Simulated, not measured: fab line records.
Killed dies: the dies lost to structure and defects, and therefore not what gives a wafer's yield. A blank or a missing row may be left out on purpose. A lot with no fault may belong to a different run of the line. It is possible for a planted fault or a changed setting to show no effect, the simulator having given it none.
Comparing a struck lot with a sound one :: flow gf180mcu :: 15 out of 602 route steps
Sound: the wafers L116.4, L116.5, L116.6. Wafers struck: L105.1, L105.4, L105.6. The cause comes at the end.
Per side, at each step with rows, come the tool, then ch with its chambers, and then its first start. Under that, the readings that differ: sound wafers :: struck wafers :: difference of the means :: sigmas: that difference in standard deviations of wafers without a fault.
alike: words and numbers the same on both sides, and readings whose means are apart by under 2 such deviations; not compared: readings that were withheld, readings missing a value for some wafer, numbers with overlapping values and no deviation given by the record, and bounds like >300 which may hide the same value.
The two part at a step that has a row with sigmas, a row that says differs or no value, or rows on one side only. Numbers that have no deviation but don't overlap get no sigmas and don't part them. Lack of a reading on every wafer of one side parts them only where that side has two or more wafers.

GF_V4_ETCH_17: etches SiO2 in C4F8/O2/Ar, stops on TiN, target depth 630 nm.
  sound on rie-diel-02 ch 0,1,2; struck on rie-diel-03 ch 0,3
  alike: oes-product-au
GF_V4_STRIP_18: strips in O2/N2.
  sound on plasma-asher-04 ch 0,1, day 29 07:43; struck on plasma-asher-03 ch 0,1, day 25 20:25
  alike: drypump-motor-current-A, heater-power-w, o2-flow-sccm, oes-product-au
  not compared: rf-hours-counter-h
then, 4 steps without rows for these wafers: GF_V4_STRIP_19 (strips in post etch residue remover, time 1200 s); GF_V4_CLEAN_20 (cleans in DIW); GF_V4_SPUTTER_21 (material Ti, target thk 15 nm, time 80.02 s); GF_V4_SPUTTER_22 (material TiN, target thk 10 nm, time 40 s).
GF_V4_CVD_23: deposits W, target thk 350 nm, time 104.9 s.
  sound on cvd-w-02 ch 0,1, day 29 08:22; struck on cvd-w-01 ch 0,1, day 25 21:02
reading: heater-power-w (W)
sound: 815 834 822
struck: 936 918 961
difference: +115
sigmas: +2
GF_V4_RS_MEAS_24: uses a four-point probe to measure.
  sound: film-metro-03 at day 29 08:30; struck: film-metro-03 at day 25 21:09
  alike: V4_W_RS
GF_V4_THK_MEAS_25: measures by xrf.
  sound: film-metro-03 at day 29 08:35; struck: film-metro-03 at day 25 21:16
  alike: V4_W_THK
then, 1 step without rows for these wafers: GF_V4_CMP_26 (polishes, stops on SiO2, t overpolish 15 s, target thk 0 nm).
GF_MIM_SPUTTER_00: material Ti, target thk 37.5 nm, time 150 s.
  sound: pvd-sputter-04 at day 29 08:55; struck: pvd-sputter-04 at day 25 21:38
  alike: cathode-dc-power-W, chamber-pressure-pa, substrate-temp-c, throttle-valve-pct
then, 1 step without rows for these wafers: GF_MIM_SPUTTER_01 (material TiN, target thk 30 nm, time 25 s).
GF_MIM_SPUTTER_02: material AlCu, target thk 450 nm, time 23.9 s.
  sound: pvd-sputter-04 at day 29 09:03; struck: pvd-sputter-04 at day 25 21:46
  no value came back on the struck wafers for cathode-dc-power-W (W), chamber-pressure-pa (Pa), throttle-valve-pct (%); on the sound wafers cathode-dc-power-W (W) reads 10598 10597 10600
GF_MIM_SPUTTER_03: material Ti, target thk 10 nm, time 6.7 s.
  sound: pvd-sputter-04 at day 29 09:05; struck: pvd-sputter-04 at day 25 21:47
  alike: cathode-dc-power-W, chamber-pressure-pa, substrate-temp-c, throttle-valve-pct
-- the record jumps here: 4 days lie between the struck wafers' starts before and after (it left off in module MIM and takes up again in module PASSIVATION, whose first step shown is number 602 of the route) --
GF_PASSIVATION_PROBE_99:
  record: rows for the struck wafers here (prober-01, day 30 07:14), none for the sound ones

WHERE THEY PART
At GF_V4_CVD_23 first; at GF_PASSIVATION_PROBE_99 last (within this record only).

WHY: whatever the simulator had introduced
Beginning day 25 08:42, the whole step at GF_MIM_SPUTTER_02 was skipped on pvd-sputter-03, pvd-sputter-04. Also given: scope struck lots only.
